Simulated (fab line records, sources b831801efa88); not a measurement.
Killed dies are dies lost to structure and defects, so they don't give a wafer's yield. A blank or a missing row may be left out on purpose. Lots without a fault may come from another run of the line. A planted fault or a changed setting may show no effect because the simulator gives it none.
A struck lot beside a sound one | flow sfq_line | 20 steps out of a route of 325
Sound: wafers L604.1, L604.3, L604.4. Struck: wafer L616.4. (L616.2 of the same lot was not struck and is left out.) The cause comes at the end.
At each step with rows: each side's tool, then ch and its chambers, then its first start. Under that, the readings that differ: sound wafers | struck wafers | difference of the means | sigmas: that difference in standard deviations of wafers without a fault.
alike: readings whose means differ by less than 2 such deviations, and words and numbers that are the same on both sides. not compared: withheld readings, readings that some wafer has no value for, bounds like >300 that may hide the same value, and numbers for which the record gives no deviation and whose values overlap.
The two part at a step that has a row with sigmas, a row that says differs or no value, or rows on one side only. Numbers that don't overlap but have no deviation are shown without sigmas and don't part them. A reading that every wafer of one side lacks parts them only if that side has two wafers or more.

first, 3 steps without rows for these wafers: SFQ_TRILAYER_L0_VIA_LITHO_EXPOSE_014 (exposes mask L0V, target cd 700 nm); SFQ_TRILAYER_L0_VIA_LITHO_PEB_016 (peb time 60 s); SFQ_TRILAYER_L0_VIA_LITHO_DEVELOP_015 (time 60 s).
SFQ_L0V_OVL_MEAS_903:
  sound on overlay-01, day 4 21:44; struck on overlay-02, day 6 23:19
  alike: L0V_OVL
SFQ_TRILAYER_L0_VIA_BARC_OPEN_VIA_ETCH_021: etches BARC in O2, target depth 125 nm, time 41.7 s.
  sound on rie_diel-02 ch 1,2,3, day 4 21:46; struck on rie_diel-02 ch 1, day 6 23:21
  alike: drypump_motor_current_A, oes_product_au, rf_fwd_power_W
  not compared: rf_hours_counter_h
SFQ_TRILAYER_L0_VIA_ETCH_VIA_ETCH_016: etches SiO2 in CHF3, stops on MoNx KI, target depth 80 nm.
  sound on rie_diel-02 ch 1,2,3, day 4 21:49; struck on rie_diel-02 ch 1, day 6 23:23
  alike: drypump_motor_current_A, oes_product_au, rf_fwd_power_W
SFQ_TRILAYER_L0_VIA_STRIP_STRIP_017: strips in O2.
  sound on rie_metal-01 ch 0,1, day 4 21:51; struck on rie_metal-01 ch 1, day 6 23:26
  alike: drypump_motor_current_A, oes_product_au
  not compared: rf_hours_counter_h
then, 2 steps without rows for these wafers: SFQ_TRILAYER_L0_VIA_STRIP_SOLV_CLEAN_018 (cleans in NMP, time 600 s); SFQ_TRILAYER_M0_DEP_PRE_CLEAN_020 (time 15 s).
SFQ_TRILAYER_M0_DEP_SPUTTER_019: material Nb, target thk 200 nm, time 133.3 s.
  sound on pvd_sputter-05, day 4 22:39; struck on pvd_sputter-05, day 7 00:14
  alike: throttle_valve_pct
SFQ_M0_RS_MEAS_904: measures by four-point-probe.
  sound on film_metro-01, day 4 22:44; struck on film_metro-03, day 7 00:21
  alike: M0_NB_RS
SFQ_TRILAYER_M0_LITHO_COAT_026: resist thk 62 nm.
  sound on litho_track-03 ch 0, day 4 22:55; struck on litho_track-04 ch 0, day 7 00:34
  reading                                              | sound            | struck | difference | sigmas
  model.BARC_of_TRILAYER_M0_LITHO_COAT_026.thk_nm (nm) | 61.76 61.8 61.76 | 43.92  | -17.85     |
then, 5 steps without rows for these wafers: SFQ_TRILAYER_M0_LITHO_COAT_021 (resist thk 600 nm); SFQ_TRILAYER_M0_LITHO_SOFTBAKE_025; SFQ_TRILAYER_M0_LITHO_EXPOSE_022 (exposes mask M0, target cd 500 nm); SFQ_TRILAYER_M0_LITHO_PEB_024 (peb time 60 s); SFQ_TRILAYER_M0_LITHO_DEVELOP_023 (time 60 s).
SFQ_M0_OVL_MEAS_906:
  sound on overlay-01, day 6 10:07; struck on overlay-02, day 8 11:17
  reading     | sound   | struck | difference | sigmas
  M0_OVL (nm) | -5 -6 4 | -16    | -14        | -3
SFQ_TRILAYER_M0_BARC_OPEN_METAL_ETCH_031: etches BARC in O2, target depth 125 nm, time 41.7 s.
  sound on rie_metal-02 ch 0,1, day 6 10:09; struck on rie_metal-03 ch 1, day 8 11:19
  reading                  | sound             | struck | difference | sigmas
  oes_product_au (a.u.)    | 0.685 0.683 0.684 | 0.602  | -0.082     | -19
  model.etch.depth_nm (nm) | 61.76 61.8 61.76  | 43.92  | -17.85     |
  alike: drypump_motor_current_A, rf_fwd_power_W
  not compared: rf_hours_counter_h
SFQ_TRILAYER_M0_ETCH_METAL_ETCH_024: etches Nb in Cl2/Ar, stops on SiO2, target depth 240 nm, time 120 s.
  sound on rie_metal-02 ch 0,1, day 6 10:13; struck on rie_metal-03 ch 1, day 8 11:23
  alike: drypump_motor_current_A, oes_product_au, rf_fwd_power_W
  not compared: rf_hours_counter_h

WHERE THEY PART
First at SFQ_M0_OVL_MEAS_906; last, within this record, at SFQ_TRILAYER_M0_BARC_OPEN_METAL_ETCH_031. Later steps at which nothing parts them and some readings are alike: SFQ_TRILAYER_M0_ETCH_METAL_ETCH_024.

WHY: what the simulator had put in
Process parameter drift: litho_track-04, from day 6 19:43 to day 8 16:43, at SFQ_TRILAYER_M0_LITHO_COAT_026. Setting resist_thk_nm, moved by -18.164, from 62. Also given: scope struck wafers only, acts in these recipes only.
